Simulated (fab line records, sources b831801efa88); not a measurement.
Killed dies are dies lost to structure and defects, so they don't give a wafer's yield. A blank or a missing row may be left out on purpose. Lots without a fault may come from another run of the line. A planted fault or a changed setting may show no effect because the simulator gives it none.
Which tool did it? | flow sky130 | 24 lots, 72 wafers sampled, at 4 steps of a route of 708

WHAT THE GAUGES READ, wafer by wafer
SKY_FIELD_ISO_BOW_MEAS_00.
lot  | measured    | on            | INCOMING_BOW (um)
L074 | day 1 10:00 | film_metro-04 | -2 -5 3
L075 | day 1 15:01 | film_metro-02 | -5 -2 -1
L076 | day 1 20:00 | film_metro-04 | -2 3 10
L077 | day 2 01:01 | film_metro-04 | -9 -9 -6
L078 | day 2 06:00 | film_metro-04 | -3 15 -3
L079 | day 2 11:00 | film_metro-02 | -1 -5 10
L080 | day 2 16:00 | film_metro-01 | -8 -13 1
L081 | day 2 21:00 | film_metro-01 | -11 3 -4
L082 | day 3 02:00 | film_metro-04 | -7 -4 4
L083 | day 3 07:02 | film_metro-01 | 0 11 -1
L084 | day 3 12:00 | film_metro-02 | -1 -7 -7
L085 | day 3 17:01 | film_metro-02 | -14 -11 4
L086 | day 3 22:00 | film_metro-02 | -1 1 13
L087 | day 4 03:00 | film_metro-01 | 2 -8 -11
L088 | day 4 08:01 | film_metro-04 | -6 -3 -9
L089 | day 4 13:01 | film_metro-01 | 4 -4 -1
L090 | day 4 18:02 | film_metro-02 | -3 -8 3
L091 | day 4 23:02 | film_metro-04 | -5 -1 -2
L092 | day 5 04:01 | film_metro-02 | -2 1 -8
L093 | day 5 09:04 | film_metro-04 | 3 5 8
L094 | day 5 14:00 | film_metro-02 | -4 -13 3
L095 | day 5 19:00 | film_metro-02 | -5 4 -5
L096 | day 6 00:01 | film_metro-01 | -11 -1 -1
L097 | day 6 05:04 | film_metro-01 | -5 -2 6

SKY_PWDE_OVL_MEAS_07.
lot  | measured    | on         | PWDE_OVL (nm)
L074 | day 3 18:54 | overlay-02 | 1.1 0.7 0.5
L075 | day 4 00:27 | overlay-01 | 1.3 2.8 4.2
L076 | day 4 05:29 | overlay-01 | 1.1 0.5 1.5
L077 | day 4 17:57 | overlay-02 | -1.6 -2.8 -2.6
L078 | day 4 23:59 | overlay-02 | 0.3 0.1 0.7
L079 | day 5 02:41 | overlay-02 | -0.8 -2.6 -1.8
L080 | day 5 05:12 | overlay-02 | 1.5 1.5 0.4
L081 | day 5 11:15 | overlay-01 | 3.5 2.8 3.3
L082 | day 5 18:53 | overlay-02 | -1.0 -2.0 -1.4
L083 | day 6 00:28 | overlay-01 | -1.0 -0.8 -1.4
L084 | day 6 10:14 | overlay-02 | -1.3 -1.1 -1.6
L085 | day 6 13:27 | overlay-02 | -2.2 -1.6 -1.9
L086 | day 6 15:12 | overlay-01 | -0.8 -1.0 -1.0
L087 | day 6 20:27 | overlay-02 | 0.8 1.8 0.1
L088 | day 7 00:18 | overlay-02 | 1.4 0.2 1.1
L089 | day 7 10:36 | overlay-01 | 0.0 -0.4 0.7
L090 | day 7 15:48 | overlay-02 | -1.9 -3.2 -1.7
L091 | day 7 19:54 | overlay-02 | -0.5 2.1 0.6
L092 | day 8 14:38 | overlay-01 | 2.6 1.1 0.5
L093 | day 8 17:13 | overlay-01 | 0.2 0.2 0.8
L094 | day 8 18:56 | overlay-02 | -2.6 -0.5 0.5
L095 | day 8 19:02 | overlay-02 | -1.0 -0.5 -2.2
L096 | day 9 04:51 | overlay-01 | -1.3 -2.4 -2.3
L097 | day 9 15:33 | overlay-01 | 1.1 3.2 2.5

SKY_NWELL_OVL_MEAS_23.
lot  | measured     | on         | NWELL_01_OVL (nm)
L074 | day 5 04:50  | overlay-01 | -3.0 -3.3 -1.9
L075 | day 5 10:30  | overlay-01 | -3.2 -0.1 1.6
L076 | day 5 16:29  | overlay-01 | -0.6 0.1 0.4
L077 | day 6 08:42  | overlay-02 | 1.2 0.3 0.7
L078 | day 6 12:17  | overlay-02 | -1.7 -0.9 -2.3
L079 | day 6 15:05  | overlay-02 | -2.2 0.6 -0.8
L080 | day 6 17:05  | overlay-02 | -0.6 -1.5 -0.3
L081 | day 7 03:17  | overlay-01 | -0.4 -0.2 -0.7
L082 | day 7 07:05  | overlay-02 | -1.1 -2.9 -1.5
L083 | day 7 13:27  | overlay-02 | -0.5 -1.0 -1.7
L084 | day 7 23:33  | overlay-02 | -1.4 -1.0 -3.8
L085 | day 8 02:48  | overlay-01 | -2.2 -1.6 -0.7
L086 | day 8 03:47  | overlay-01 | 2.2 0.4 1.8
L087 | day 8 09:44  | overlay-01 | -1.5 -0.9 -1.1
L088 | day 8 15:30  | overlay-02 | -1.3 -2.7 -1.8
L089 | day 9 03:02  | overlay-02 | -4.0 -4.8 -4.3
L090 | day 9 07:48  | overlay-01 | -0.2 -0.7 -0.1
L091 | day 9 12:54  | overlay-01 | -1.2 -0.5 -1.3
L092 | day 10 12:27 | overlay-02 | -0.9 0.2 -1.9
L093 | day 10 12:07 | overlay-02 | -2.2 -2.5 -1.1
L094 | day 10 14:53 | overlay-02 | 0.6 1.2 0.1
L095 | day 10 15:38 | overlay-02 | -1.4 -2.1 -3.8
L096 | day 11 00:36 | overlay-01 | -3.0 -3.2 -3.4
L097 | day 11 11:34 | overlay-02 | -3.6 -2.4 -1.1

SKY_POLY_CUT_OVL_MEAS_09.
lot  | measured     | on         | POLY_CUT_OVL (nm)
L074 | day 23 16:03 | overlay-02 | -4 -1 -5
L075 | day 23 22:43 | overlay-01 | -1 5 -1
L076 | day 24 17:28 | overlay-01 | 9 9 4
L077 | day 25 11:43 | overlay-02 | 1 6 5
L078 | day 25 21:16 | overlay-01 | 5 5 6
L079 | day 26 00:19 | overlay-01 | 3 2 2
L080 | day 26 14:00 | overlay-01 | 17 8 10
L081 | day 27 01:10 | overlay-01 | 3 1 -2
L082 | day 27 04:16 | overlay-02 | -6 3 -6
L083 | day 27 11:13 | overlay-01 | 1 4 1
L084 | day 27 23:28 | overlay-02 | 3 6 1
L085 | day 28 05:22 | overlay-02 | -5 -8 -8
L086 | day 28 07:30 | overlay-01 | 1 4 -7
L087 | day 28 19:04 | overlay-01 | 4 6 4
L088 | day 28 20:19 | overlay-01 | 6 4 2
L089 | day 29 10:37 | overlay-01 | 0 -4 1
L090 | day 29 23:13 | overlay-01 | -3 4 4
L091 | day 30 01:07 | overlay-02 | 8 3 1
L092 | day 32 05:04 | overlay-02 | 12 6 8
L093 | day 32 04:38 | overlay-01 | 4 1 8
L094 | day 32 04:39 | overlay-02 | 14 14 14
L095 | day 32 05:25 | overlay-01 | 3 -1 -1
L096 | day 32 05:46 | overlay-01 | 3 2 2
L097 | day 32 11:29 | overlay-02 | 4 0 -1

WHICH TOOL RAN EACH LOT (tool, then ch and the chambers of the sampled wafers, then the start)
The record holds no process step before these readings.

WHAT THE TOOLS THEMSELVES READ (means of the sampled wafers that have a number; where no wafer has one, the mark that the record gives instead)
The record holds no such reading with a usual standard deviation.

THE ANSWER, worked out from the rows above alone
Rule: what is usual is taken from the lots themselves. Put in order of their means at a reading, lots are off if they are a third of the lots or fewer, leave a main group of 4 or more, and stand apart from it by a gap of 3 or more times the standard deviation of the main group's means; of several such gaps the widest counts. A main group whose means are all the same, to the digits that the tables above print for the reading, isn't used. A lot without any number at a reading at which 4 lots or more have one is off too. The other lots that the step has rows for count as sound. The gauges are gone through in route order, then the tools' own readings, and for those a lot's mean is taken as printed above. The first step at which some lot is off is used, and at that step the reading that is off furthest; a lot without a number counts as furthest.
No lot is off at any reading shown: from this, nothing can be told.

WHAT THE SIMULATOR HAD PUT IN
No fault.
